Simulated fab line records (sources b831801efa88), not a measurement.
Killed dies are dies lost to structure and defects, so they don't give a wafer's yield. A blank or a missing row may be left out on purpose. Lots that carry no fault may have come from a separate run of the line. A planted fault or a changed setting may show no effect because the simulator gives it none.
A single fault, viewed from 2 desks	flow sky130	only its own numbers are on each desk; what lay behind them is given at the end

## DESK OF THE TOOL OWNER: litho_track-01
The tool's own readings at SKY_GATE_OXIDE_COAT_05 (resist thk 1140 nm): means of the sampled wafers that have a number, for each lot that ran on this tool. The brackets show how far a lot's mean lies from the usual mean; more than 4 standard deviations puts the lot out of limits, marked OUT.
Columns: A = chill_plate_temp_C at SKY_GATE_OXIDE_COAT_05, usual 23.00 C
lot	first seen here	A
L659	day 14 19:35	23.02
L672	day 18 22:19	23.03
L673	day 19 12:08	22.97
This desk's finding: nothing out of limits on any of the 3 lots.

## AT THE METROLOGY DESK
Means of the sampled wafers that have a number, per lot and without regard to the tool the lot ran on: this is what the gauges read. The brackets show how far a lot's mean lies from the usual mean; more than 4 standard deviations puts the lot out of limits, marked OUT.
Columns: A = NWELL_01_OVL at SKY_NWELL_OVL_MEAS_23, usual -0.5 nm; B = SONOS_TUNNEL_OVL at SKY_SONOS_TUNNEL_OVL_MEAS_08, usual 0.2 nm
lot	first seen here	A	B
L656	day 5 08:15	0.7	-1.0
L658	day 6 02:04	0.4	-0.2
L659	day 6 07:56	2.4	0.7
L660	day 6 11:33	-2.0	-1.5
L662	day 6 22:03	-2.4	2.0
L664	day 7 10:55	1.1	2.4
L667	day 8 08:05	0.3	-2.7
L672	day 9 09:27	-0.8	-0.3
L673	day 9 18:50	-1.7	0.9
L675	day 10 03:58	-3.9	-0.6
L676	day 10 12:08	1.1	1.5
L678	day 10 21:53	-1.1	0.5
This desk's finding: nothing out of limits on any of the 12 lots.

## PUT TOGETHER
The tool owner's desk saw nothing out of limits.
From the metrology desk's view, nothing was out of limits.

## WHAT THE SIMULATOR HAD INSERTED
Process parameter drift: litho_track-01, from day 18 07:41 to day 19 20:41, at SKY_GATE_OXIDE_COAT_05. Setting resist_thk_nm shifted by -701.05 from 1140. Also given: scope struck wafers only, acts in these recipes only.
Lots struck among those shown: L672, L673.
